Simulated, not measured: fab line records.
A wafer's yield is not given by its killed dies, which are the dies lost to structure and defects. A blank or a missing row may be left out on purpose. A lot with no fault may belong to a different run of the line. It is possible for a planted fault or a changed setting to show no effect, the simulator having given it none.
Chamber matching + flow gf180mcu + GF_V3_CMP_04 on cmp-01: 4 sister chambers
The step polishes SiO2. 4 wafers are shown with their chamber, then 9 later ones without.

EACH WAFER AND ITS CHAMBER
| wafer  | chamber | motor current A (A) |
|--------|---------|---------------------|
| L112.6 | 0       | 11.4                |
| L121.2 | 2       | 12.6                |
| L123.1 | 3       | 10.5                |
| L123.5 | 1       | 12.0                |

WAFERS WITH NO CHAMBER GIVEN
| wafer  | motor current A (A) |
|--------|---------------------|
| L124.1 | 11.5                |
| L124.2 | 12.7                |
| L124.5 | 11.3                |
| L126.1 | 11.6                |
| L126.4 | 12.2                |
| L126.5 | 11.8                |
| L127.1 | 12.6                |
| L127.2 | 12.2                |
| L127.3 | 11.6                |

THE CHAMBER EACH PASSED THROUGH
| wafer  | from the rows above     | in truth                   |
|--------|-------------------------|----------------------------|
| L124.1 | 0                       | 0                          |
| L124.2 | 2                       | 2                          |
| L124.5 | 0                       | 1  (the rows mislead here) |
| L126.1 | can't be placed: 0 or 1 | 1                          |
| L126.4 | can't be placed: 1 or 2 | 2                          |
| L126.5 | can't be placed: 1 or 0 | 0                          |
| L127.1 | 2                       | 2                          |
| L127.2 | can't be placed: 1 or 2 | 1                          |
| L127.3 | can't be placed: 0 or 1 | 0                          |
3 of 9 placed correctly. From these rows, 5 cannot be placed; in 5 the true chamber is one of the candidates. Number placed wrongly: 1.
How it was worked out, from the rows above alone: a wafer's distance from a chamber is the root of the sum, over the readings, of the square of ((its reading less the chamber's mean) divided by the reading's scatter). If the next closest chamber is less than 2 further off than the closest, the wafer can't be placed; otherwise it belongs to the closest. For every chamber, the mean is computed from those of its wafers that are shown. The scatter (one wafer shown for each chamber): square how far every hidden wafer sits from the nearest shown wafer, average those squares and take the square root.
